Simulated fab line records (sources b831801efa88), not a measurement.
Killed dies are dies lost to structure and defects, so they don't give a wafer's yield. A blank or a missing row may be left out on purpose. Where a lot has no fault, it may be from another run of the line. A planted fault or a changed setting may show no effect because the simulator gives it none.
Struck lot and sound lot, side by side	flow sky130	15 steps out of a route of 708
Sound: the wafers L636.2, L636.3, L636.5. The struck wafers were L644.2, L644.4, L644.5. The cause comes at the end.
At each step with rows: each side's tool, then ch and its chambers, then its first start. Under that, the readings that differ: sound wafers	struck wafers	difference of the means	sigmas: that difference in standard deviations of wafers without a fault.
alike: a reading whose means differ by less than 2 such deviations, as well as words and numbers matching on both sides. not compared: withheld readings; readings where some wafer has no value; bounds like >300 that might hide an equal value; numbers whose values overlap and for which the record gives no deviation.
Wherever a step has rows on one side only, a row that says differs or no value, or a row with sigmas, the two part there. Non-overlapping numbers with no deviation appear without sigmas and do not part them. A reading missing from all wafers of one side parts the sides only when that side holds two or more wafers.

SKY_VIA2_STRIP_16: strips in O2/N2.
  sound on plasma-asher-04 ch 0,1, day 40 05:25; struck on plasma-asher-04 ch 0,1, day 42 05:55
  alike: drypump-motor-current-A, oes-product-au, strip-time-to-endpoint-s
  not compared: rf-hours-counter-h
then, 3 steps without rows for these wafers: SKY_VIA2_STRIP_17 (strips in post etch residue remover, time 1200 s); SKY_VIA2_CLEAN_18 (cleans in IPA, time 180 s); SKY_VIA2_CLEAN_19 (cleans in O3/DIW).
SKY_VIA2_SPUTTER_20: material TiN, target thk 20 nm, time 80 s.
  sound on pvd-sputter-02, day 40 06:02; struck on pvd-sputter-02, day 42 06:31
  alike: chamber-pressure-pa, throttle-valve-pct
SKY_VIA2_CVD_21: deposits W, target thk 420 nm, time 126.4 s.
  sound on cvd-w-01 ch 0,1, day 40 06:06; struck on cvd-w-02 ch 1, day 42 06:34
  alike: heater-power-w
SKY_VIA2_RS_MEAS_22: uses a four-point probe to measure.
  sound on film-metro-03, day 40 06:15; struck on film-metro-04, day 42 06:43
  alike: VIA2_W_RS
SKY_VIA2_THK_MEAS_23: measures by xrf.
  sound on film-metro-03, day 40 06:22; struck on film-metro-04, day 42 06:50
  alike: VIA2_W_THK
SKY_VIA2_CMP_24: polishes, stops on SiO2, t overpolish 20 s, target thk 0 nm.
  sound on cmp-02 ch 2,3, day 40 06:28; struck on cmp-02 ch 1,2,3, day 42 06:53
  alike: motor-current-A, overpolish-run-s, time-to-endpoint-s
SKY_METAL3_SPUTTER_00: material Ti, target thk 15 nm, time 10 s.
  sound on pvd-sputter-01, day 40 06:43; struck on pvd-sputter-01, day 42 07:11
  alike: chamber-pressure-pa, throttle-valve-pct
then, 2 steps without rows for these wafers: SKY_METAL3_SPUTTER_01 (material TiN, target thk 20 nm, time 16.7 s); SKY_METAL3_SPUTTER_02 (material AlCu, target thk 735 nm, time 39.1 s).
SKY_METAL3_SPUTTER_03: material Ti, target thk 5 nm, time 3.3 s.
  sound on pvd-sputter-01, day 40 06:48; struck on pvd-sputter-01, day 42 07:16
reading	sound	struck	difference	sigmas
chamber-pressure-pa (Pa)	0.4000 0.3999 0.3983	0.4387 0.4380 0.4386	+0.0390	+50
  alike: throttle-valve-pct
then, 1 step without rows for these wafers: SKY_METAL3_SPUTTER_04 (material TiN, target thk 70 nm, time 58.3 s).
-- the record jumps here: 8 days lie between the struck wafers' starts before and after (it left off in module METAL3 and takes up again in module PAD_OPEN, whose first step shown is number 708 of the route) --
SKY_PAD_OPEN_PROBE_99:
  sound on prober-02, day 48 20:51; struck on prober-02, day 50 10:44
  alike: defect-limited-yield, killed_at_M0_to_M3, killed_at_M4_up, killed-at-contacts, killed-at-front-end, killed-at-other, killed-dies, killed-on-rim, killed-open, killed-short, sort_bin_3_pad_short, sort_bin_5_function, sort_bin_6_memory, sort-n-pass, sort-yield-pct

WHERE THEY PART
Only at SKY_METAL3_SPUTTER_03, as far as this record shows. Later steps at which nothing parts them and some readings are alike: SKY_PAD_OPEN_PROBE_99.

WHY: the cause the simulator had injected
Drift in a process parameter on pvd-sputter-01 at SKY_METAL3_SPUTTER_03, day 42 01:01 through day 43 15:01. A move of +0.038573 in setting chamber-pressure-pa, from 0.4. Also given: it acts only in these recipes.
